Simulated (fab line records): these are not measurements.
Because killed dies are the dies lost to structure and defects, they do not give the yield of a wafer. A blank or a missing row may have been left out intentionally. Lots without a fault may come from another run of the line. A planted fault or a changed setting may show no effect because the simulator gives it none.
A struck lot beside a sound one	flow gf180mcu	15 steps out of a route of 602
Sound: the wafers L287.1, L287.3, L287.4. Wafers struck: L296.1, L296.3, L296.6. The cause is named last.
For every step that has rows: the tool of each side, followed by ch and its chambers, followed by its first start. Under that, the readings that differ: sound wafers	struck wafers	difference of the means	sigmas: that difference in standard deviations of wafers without a fault.
alike: a reading whose means differ by less than 2 such deviations, as well as words and numbers matching on both sides. not compared: withheld readings; readings where some wafer has no value; bounds like >300 that might hide an equal value; numbers whose values overlap and for which the record gives no deviation.
Wherever a step has rows on one side only, a row that says differs or no value, or a row with sigmas, the two part there. Non-overlapping numbers with no deviation appear without sigmas and do not part them. A reading that every wafer of one side lacks parts them only if that side has two wafers or more.

GF_M2_SPUTTER_04: material TiN, target thk 50 nm, time 41.7 s.
  sound on pvd sputter-04 at day 20 18:14; struck on pvd sputter-01 at day 24 00:56
  alike: throttle valve pct
GF_M2_RS_MEAS_05: uses a four-point probe to measure.
  sound on film metro-02 at day 20 18:16; struck on film metro-03 at day 24 00:59
  alike: M2_ALCU_RS
GF_M2_THK_MEAS_06: measures by xrf.
  sound on film metro-02 at day 20 18:23; struck on film metro-03 at day 24 01:06
  alike: M2_ALCU_THK
then, 7 steps without rows for these wafers: GF_M2_DEHYDRATE_07 (time 60 s); GF_M2_HMDS_08 (prime time 60 s); GF_M2_COAT_09 (resist thk 1000 nm); GF_M2_SOFTBAKE_10 (time 60 s); GF_M2_EXPOSE_11 (exposes mask Metal2, target cd 280 nm); GF_M2_PEB_12 (peb time 90 s); GF_M2_DEVELOP_13 (develop time 60 s).
GF_M2_CD_MEAS_14: the cd target is 280 nm.
  sound on cd sem-01 at day 21 18:08; struck on cd sem-01 at day 24 22:59
  alike: cd nm
GF_M2_OVL_MEAS_15:
  sound on overlay-02 at day 21 18:16; struck on overlay-02 at day 24 23:07
  alike: M2_OVL
GF_M2_METAL_ETCH_16: etches the open film in Cl2/BCl3, stops on SiO2, target depth 750.8 nm, time 125.1 s.
  sound on rie metal-04 ch 0,1, day 21 18:18; struck on rie metal-03 ch 0, day 24 23:09
reading	sound	struck	difference	sigmas
bias w (W)	140.3 140.1 139.9	135.6 135.7 135.4	-4.5	-11
  alike: drypump motor current A, he backside leak sccm, oes product au, throttle valve pct
  not compared: rf hours counter h
GF_M2_STRIP_17: strips in O2/N2.
  sound on plasma asher-03 ch 0,1, day 21 18:26; struck on plasma asher-01 ch 0,1, day 24 23:17
reading	sound	struck	difference	sigmas
drypump motor current A (A)	4.7 4.8 5.3	5.8 5.7 5.6	+0.8	+2
heater power w (W)	282 284 322	378 372 358	+73	+2
  alike: o2 flow sccm, oes product au, strip time to endpoint s
  not compared: rf hours counter h
GF_PASSIVATION_PROBE_99:
  rows exist in the record for the sound wafers here (prober-02, day 31 01:26), none for the struck ones

WHERE THEY PART
First at GF_M2_METAL_ETCH_16; last, within this record, at GF_PASSIVATION_PROBE_99.

WHY: whatever the simulator had introduced
rie metal-03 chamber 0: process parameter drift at GF_M2_METAL_ETCH_16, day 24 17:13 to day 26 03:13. Setting bias w shifted by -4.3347 from 140. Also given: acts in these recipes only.
